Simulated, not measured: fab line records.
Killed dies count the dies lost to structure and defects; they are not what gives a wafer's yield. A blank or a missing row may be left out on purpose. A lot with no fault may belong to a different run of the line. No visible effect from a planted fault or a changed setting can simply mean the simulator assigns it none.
Which tool did it? / flow sfq line / 14 lots, 41 wafers sampled, at 1 step of a route of 325

## WHAT THE GAUGES READ, wafer by wafer
No reading from a measuring or inspecting step in the record can be judged against a usual standard deviation.

## TOOL THAT RAN EACH LOT (tool first, then ch and the chambers of the sampled wafers, then the start)
lot=L152; SFQ_TRILAYER_M3_BARC_OPEN_METAL_ETCH_100=rie metal-04 ch 1, day 26 16:35
lot=L153; SFQ_TRILAYER_M3_BARC_OPEN_METAL_ETCH_100=rie metal-03 ch 0,1, day 27 04:08
lot=L154; SFQ_TRILAYER_M3_BARC_OPEN_METAL_ETCH_100=rie metal-03 ch 0,1, day 27 12:51
lot=L155; SFQ_TRILAYER_M3_BARC_OPEN_METAL_ETCH_100=rie metal-01 ch 0,1, day 33 18:02
lot=L156; SFQ_TRILAYER_M3_BARC_OPEN_METAL_ETCH_100=rie metal-04 ch 0,1, day 34 00:02
lot=L158; SFQ_TRILAYER_M3_BARC_OPEN_METAL_ETCH_100=rie metal-03 ch 0,1, day 35 08:20
lot=L160; SFQ_TRILAYER_M3_BARC_OPEN_METAL_ETCH_100=rie metal-01 ch 0, day 36 07:11
lot=L161; SFQ_TRILAYER_M3_BARC_OPEN_METAL_ETCH_100=rie metal-03 ch 0,1, day 37 01:11
lot=L162; SFQ_TRILAYER_M3_BARC_OPEN_METAL_ETCH_100=rie metal-04 ch 0,1, day 37 07:12
lot=L163; SFQ_TRILAYER_M3_BARC_OPEN_METAL_ETCH_100=rie metal-04 ch 0,1, day 37 22:47
lot=L165; SFQ_TRILAYER_M3_BARC_OPEN_METAL_ETCH_100=rie metal-03 ch 0,1, day 38 07:12
lot=L166; SFQ_TRILAYER_M3_BARC_OPEN_METAL_ETCH_100=rie metal-03 ch 0,1, day 38 16:47
lot=L167; SFQ_TRILAYER_M3_BARC_OPEN_METAL_ETCH_100=rie metal-01 ch 0,1, day 38 23:59
lot=L172; SFQ_TRILAYER_M3_BARC_OPEN_METAL_ETCH_100=rie metal-01 ch 0,1, day 40 15:42
- SFQ_TRILAYER_M3_BARC_OPEN_METAL_ETCH_100: etches BARC in O2, target depth 125 nm, time 41.7 s.

## WHAT THE TOOLS THEMSELVES READ (means of the sampled wafers that have a number; where no wafer has one, the mark that the record gives instead)
SFQ_TRILAYER_M3_BARC_OPEN_METAL_ETCH_100. Usual: chamber pressure mTorr 10.000 mTorr, standard deviation 0.0087; drypump motor current A 5.3 A, standard deviation 0.37; oes product au 0.686 a.u., standard deviation 0.0051.
lot=L152; tool=rie metal-04; chamber pressure mTorr (mTorr)=10.000; drypump motor current A (A)=5.5; oes product au (a.u.)=0.687; flag=
lot=L153; tool=rie metal-03; chamber pressure mTorr (mTorr)=10.002; drypump motor current A (A)=5.1; oes product au (a.u.)=0.683; flag=
lot=L154; tool=rie metal-03; chamber pressure mTorr (mTorr)=9.999; drypump motor current A (A)=5.4; oes product au (a.u.)=0.683; flag=
lot=L155; tool=rie metal-01; chamber pressure mTorr (mTorr)=10.005; drypump motor current A (A)=5.3; oes product au (a.u.)=0.684; flag=
lot=L156; tool=rie metal-04; chamber pressure mTorr (mTorr)=10.007; drypump motor current A (A)=5.4; oes product au (a.u.)=0.689; flag=
lot=L158; tool=rie metal-03; chamber pressure mTorr (mTorr)=10.004; drypump motor current A (A)=5.1; oes product au (a.u.)=0.685; flag=
lot=L160; tool=rie metal-01; chamber pressure mTorr (mTorr)=9.997; drypump motor current A (A)=5.2; oes product au (a.u.)=0.688; flag=
lot=L161; tool=rie metal-03; chamber pressure mTorr (mTorr)=9.997; drypump motor current A (A)=5.5; oes product au (a.u.)=0.686; flag=
lot=L162; tool=rie metal-04; chamber pressure mTorr (mTorr)=9.996; drypump motor current A (A)=5.1; oes product au (a.u.)=0.684; flag=
lot=L163; tool=rie metal-04; chamber pressure mTorr (mTorr)=9.999; drypump motor current A (A)=5.3; oes product au (a.u.)=0.688; flag=
lot=L165; tool=rie metal-03; chamber pressure mTorr (mTorr)=11.998; drypump motor current A (A)=5.2; oes product au (a.u.)=0.687; flag=OFF
lot=L166; tool=rie metal-03; chamber pressure mTorr (mTorr)=12.004; drypump motor current A (A)=5.1; oes product au (a.u.)=0.689; flag=OFF
lot=L167; tool=rie metal-01; chamber pressure mTorr (mTorr)=10.006; drypump motor current A (A)=5.5; oes product au (a.u.)=0.690; flag=
lot=L172; tool=rie metal-01; chamber pressure mTorr (mTorr)=10.007; drypump motor current A (A)=5.5; oes product au (a.u.)=0.684; flag=

## THE ANSWER, worked out from the rows above alone
Rule: a lot counts as off when the mean over its wafers that have a number is more than 3 standard deviations away from the usual mean. Also off: a lot with no number at a reading for which 4 or more lots have one. Where the step has rows for the other lots, those lots are counted as sound. Order of review: gauges by route order, followed by the tools' own readings, for which a lot's mean as printed above is used. The first step at which some lot is off is used, and at that step the reading that is off furthest; a lot without a number counts as furthest.
Off, at SFQ_TRILAYER_M3_BARC_OPEN_METAL_ETCH_100 on chamber pressure mTorr: L165, L166.
If a tool, at that step or one of the process steps before it, ran each lot that is off and ran no sound lot following the first of them, it fits. One fits: SFQ_TRILAYER_M3_BARC_OPEN_METAL_ETCH_100 on rie metal-03. A fault onset in the window from L161 (day 37 01:11, its last sound lot) to L165 (day 38 07:12, its first lot off) fits.
On the lots that are off, the tool's own readings at SFQ_TRILAYER_M3_BARC_OPEN_METAL_ETCH_100 differ by more than 5 times the standard deviation of the sound lots' means, which bears it out; chamber pressure mTorr reads 12.001 mTorr there versus 10.002 mTorr on the sound lots.

## WHAT HAD BEEN PUT IN BY THE SIMULATOR
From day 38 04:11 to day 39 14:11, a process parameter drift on rie metal-03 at SFQ_TRILAYER_M3_BARC_OPEN_METAL_ETCH_100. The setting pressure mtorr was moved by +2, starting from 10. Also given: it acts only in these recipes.
Lots struck among those shown: L165, L166. Same finding as the rule above.
